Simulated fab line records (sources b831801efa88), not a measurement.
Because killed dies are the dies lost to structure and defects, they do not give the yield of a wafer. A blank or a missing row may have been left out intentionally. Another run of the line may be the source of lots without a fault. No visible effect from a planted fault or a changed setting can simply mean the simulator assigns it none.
What tool caused it? | flow sky130 | 13 lots with 39 wafers sampled at 5 steps, on a route of 708 steps

== WHAT EACH GAUGE READ, for each wafer ==
SKY_VT_ADJUST_HVTP_OVL_MEAS_08.
lot  | measured     | on         | VT_ADJUST_HVTP_OVL (nm)
L536 | day 6 07:35  | overlay-02 | 0.0 1.1 -0.3
L537 | day 6 15:08  | overlay-02 | 1.0 1.6 0.3
L538 | day 7 00:39  | overlay-02 | -0.8 -0.2 0.3
L539 | day 7 07:22  | overlay-02 | 1.1 -1.6 0.5
L540 | day 7 12:12  | overlay-02 | -1.2 -2.5 -2.1
L541 | day 7 16:19  | overlay-01 | -1.0 -0.6 -0.3
L543 | day 8 08:21  | overlay-01 | 0.2 1.5 0.7
L544 | day 8 11:29  | overlay-01 | 2.0 0.5 0.6
L550 | day 9 23:21  | overlay-02 | -2.3 -1.2 -4.8
L554 | day 11 02:27 | overlay-02 | -0.4 1.2 1.5
L556 | day 11 13:16 | overlay-01 | 1.9 1.0 -0.2
L557 | day 11 20:11 | overlay-01 | -1.2 0.4 -0.1
L558 | day 12 01:53 | overlay-01 | 0.8 5.1 1.4

SKY_VT_ADJUST_HVTR_CD_MEAS_07: the cd target is 380 nm.
lot  | measured     | on        | cd-nm (nm)
L536 | day 9 14:52  | cd-sem-01 | 384 385 382
L537 | day 10 01:00 | cd-sem-02 | 383 383 384
L538 | day 10 11:02 | cd-sem-01 | 379 379 378
L539 | day 10 20:02 | cd-sem-02 | 380 381 380
L540 | day 11 00:01 | cd-sem-02 | 379 379 380
L541 | day 11 06:44 | cd-sem-02 | 374 376 379
L543 | day 11 23:12 | cd-sem-01 | 388 387 386
L544 | day 12 05:03 | cd-sem-01 | 380 378 379
L550 | day 14 01:37 | cd-sem-01 | 381 379 379
L554 | day 15 09:05 | cd-sem-02 | 379 379 379
L556 | day 15 21:17 | cd-sem-01 | 380 380 379
L557 | day 16 06:08 | cd-sem-01 | 375 374 374
L558 | day 16 11:46 | cd-sem-02 | 381 381 381

SKY_VT_ADJUST_HVTR_TW_MEAS_11.
lot  | measured     | on            | VT_ADJUST_HVTR_TW
L536 | day 9 15:16  | film-metro-04 | 210.3 210.6 210.7
L537 | day 10 01:24 | film-metro-04 | 210.8 211.0 211.0
L538 | day 10 11:26 | film-metro-03 | 211.8 211.6 212.9
L539 | day 10 20:25 | film-metro-02 | 211.2 210.8 211.0
L540 | day 11 00:25 | film-metro-02 | 208.2 208.8 209.6
L541 | day 11 07:07 | film-metro-02 | 209.8 209.6 209.0
L543 | day 11 23:36 | film-metro-03 | 210.8 210.6 210.3
L544 | day 12 05:27 | film-metro-04 | 198.1 198.2 199.4
L550 | day 14 02:02 | film-metro-04 | 198.2 199.2 198.2
L554 | day 15 09:29 | film-metro-03 | 211.3 210.9 212.8
L556 | day 15 21:42 | film-metro-04 | 210.5 210.1 210.1
L557 | day 16 06:33 | film-metro-02 | 208.9 209.6 208.7
L558 | day 16 12:11 | film-metro-03 | 212.2 211.9 211.5

SKY_SONOS_TUNNEL_OVL_MEAS_08.
lot  | measured     | on         | SONOS_TUNNEL_OVL (nm)
L536 | day 11 13:50 | overlay-02 | -0.3 -0.6 -0.6
L537 | day 12 00:27 | overlay-02 | -1.1 -0.9 -0.4
L538 | day 12 11:18 | overlay-01 | -1.5 -2.0 -0.6
L539 | day 12 20:51 | overlay-02 | -1.0 0.1 0.3
L540 | day 13 01:15 | overlay-02 | 2.4 0.5 1.4
L541 | day 13 09:22 | overlay-02 | 0.4 0.7 0.4
L543 | day 14 02:29 | overlay-02 | 0.9 -1.1 0.7
L544 | day 14 07:35 | overlay-02 | -1.3 0.0 -0.8
L550 | day 16 09:44 | overlay-02 | 0.1 -0.3 0.2
L554 | day 17 18:33 | overlay-01 | -0.5 -0.9 0.2
L556 | day 18 08:50 | overlay-02 | 0.2 0.0 -0.2
L557 | day 18 17:50 | overlay-01 | 1.2 -0.6 1.3
L558 | day 19 00:11 | overlay-01 | -1.2 -0.8 0.6

== WHICH TOOL RAN EACH LOT (tool, then ch and the chambers of the sampled wafers, then the start) ==
lot  | SKY_VT_ADJUST_HVTR_IMPLANT_09
L536 | implanter-02 ch 0, day 9 15:01
L537 | implanter-03 ch 0, day 10 01:09
L538 | implanter-04 ch 0, day 10 11:12
L539 | implanter-04 ch 0, day 10 20:12
L540 | implanter-03 ch 0, day 11 00:11
L541 | implanter-03 ch 0, day 11 06:54
L543 | implanter-04 ch 0, day 11 23:21
L544 | implanter-04 ch 0, day 12 05:12
L550 | implanter-04 ch 0, day 14 01:47
L554 | implanter-03 ch 0, day 15 09:15
L556 | implanter-02 ch 0, day 15 21:27
L557 | implanter-04 ch 0, day 16 06:18
L558 | implanter-02 ch 0, day 16 11:56
- SKY_VT_ADJUST_HVTR_IMPLANT_09

== AS READ BY THE TOOLS THEMSELVES (means over the sampled wafers that have a number; for cases with no such wafer, the mark the record gives instead) ==
SKY_VT_ADJUST_HVTR_IMPLANT_09.
lot  | tool         | beam-on-s (s) | faraday-current-uA
L536 | implanter-02 | 9.86          | 11.97
L537 | implanter-03 | 9.99          | 11.87
L538 | implanter-04 | 10.03         | 11.81
L539 | implanter-04 | 9.82          | 12.05
L540 | implanter-03 | 10.04         | 11.78
L541 | implanter-03 | 10.02         | 11.83
L543 | implanter-04 | 9.99          | 11.88
L544 | implanter-04 | 8.40          | 14.08
L550 | implanter-04 | 8.03          | 14.72
L554 | implanter-03 | 9.98          | 11.87
L556 | implanter-02 | 10.01         | 11.86
L557 | implanter-04 | 9.98          | 11.89
L558 | implanter-02 | 10.05         | 11.77

== THE ANSWER, worked out from the rows above alone ==
Rule: what is usual is taken from the lots themselves. Put in order of their means at a reading, lots are off if they are a third of the lots or fewer, leave a main group of 4 or more, and stand apart from it by a gap of 3 or more times the standard deviation of the main group's means; of several such gaps the widest counts. A main group whose means are all the same, to the digits that the tables above print for the reading, isn't used. A lot without any number at a reading at which 4 lots or more have one is off too. Any other lot the step has rows for is counted as sound. After the gauges, taken in route order, come the tools' own readings; for these a lot's mean is taken, as printed above. The first step at which some lot is off is used, and at that step the reading that is off furthest; a lot without a number counts as furthest.
Off: L544, L550, seen at SKY_VT_ADJUST_HVTR_TW_MEAS_11 (VT_ADJUST_HVTR_TW). The main group has a mean of 210.6 with a standard deviation of 1.
A tool fits if, at a process step before that reading, it ran every lot that is off, and no sound lot after the first of them. The gauges at SKY_VT_ADJUST_HVTR_TW_MEAS_11 aren't tried: what is off there is off at SKY_VT_ADJUST_HVTR_IMPLANT_09 too, on other tools, and a gauge's error can't cause that. None of those tried fits.

== WHAT THE SIMULATOR HAD PUT IN ==
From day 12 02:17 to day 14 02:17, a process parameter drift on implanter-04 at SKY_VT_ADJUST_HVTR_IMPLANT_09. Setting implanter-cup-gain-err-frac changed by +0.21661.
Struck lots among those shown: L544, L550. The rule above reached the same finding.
